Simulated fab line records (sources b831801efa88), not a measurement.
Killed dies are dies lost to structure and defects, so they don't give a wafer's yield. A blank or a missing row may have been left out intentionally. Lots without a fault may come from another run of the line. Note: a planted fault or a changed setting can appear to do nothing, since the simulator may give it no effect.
The same fault as seen by 2 desks	flow gf180mcu	each desk has only its own numbers; what lay behind them comes last

AT THE METROLOGY DESK
What the gauges read for every lot (on any tool): the sampled wafers with a number, averaged. Any lot whose mean is over 4 standard deviations away from the usual mean is out of limits and marked OUT; that distance is given in the brackets.
Columns: A = M1_ALCU_RS at GF_M1_RS_MEAS_05, usual 0.0693 ohm/sq; B = M1_ALCU_THK at GF_M1_THK_MEAS_06, usual 449 nm
lot	first seen here	A	B
L488	day 17 21:27	0.0697	444
L489	day 18 01:46	0.0693	452
L490	day 18 19:21	0.0705	446
L493	day 19 16:17	0.0689	449
L496	day 21 02:08	0.0679	462
L500	day 23 03:11	0.0687	452
L501	day 23 06:53	0.0695	450
L504	day 23 19:17	0.0690	449
L505	day 24 02:34	0.0694	445
L506	day 24 12:38	0.0693	451
This desk's verdict: no lot among the 10 shows anything out of limits.

FOR THE TOOL OWNER'S DESK: pvd sputter-04
The tool's own readings at GF_M1_SPUTTER_02 (material AlCu, target thk 450 nm, time 23.9 s): means of the sampled wafers that have a number, for each lot that ran on this tool. Any lot whose mean is over 4 standard deviations away from the usual mean is out of limits and marked OUT; that distance is given in the brackets.
Columns: A = cathode dc power W at GF_M1_SPUTTER_02, usual 10600 W; B = chamber pressure pa at GF_M1_SPUTTER_02, usual 0.3999 Pa; C = throttle valve pct at GF_M1_SPUTTER_02, usual 29.3 %
lot	first seen here	A	B	C
L490	day 18 19:14	10599	0.3996	29.3
L493	day 19 16:11	10753 (+80) OUT	0.3998	29.4
L496	day 21 02:02	10754 (+81) OUT	0.3995	29.2
L504	day 23 19:12	10600	0.4004	28.4
L505	day 24 02:25	10600	0.4000	28.4
L506	day 24 12:32	10601	0.3999	29.4
This desk finds L493, L496 out of limits, L493 being first, at day 19 16:11 (cathode dc power W at GF_M1_SPUTTER_02). L490, L504, L505, L506: within limits.

ALL TOGETHER
An alarm could have come from the tool owner's desk at day 19 16:11, on L493, L496.
Nothing out of limits was seen by the metrology desk.
The metrology desk has L493, L496 on record, within its limits.
The lots listed all ran GF_M1_SPUTTER_02 on pvd sputter-04.

WHAT THE SIMULATOR HAD PUT IN
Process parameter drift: pvd sputter-04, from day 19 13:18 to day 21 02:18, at GF_M1_SPUTTER_02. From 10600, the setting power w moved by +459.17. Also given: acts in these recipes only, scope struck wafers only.
Shown lots that were struck: L493, L496.
Time in hours from fault onset to the first out-of-limits reading at each desk: the tool owner's desk, 3.
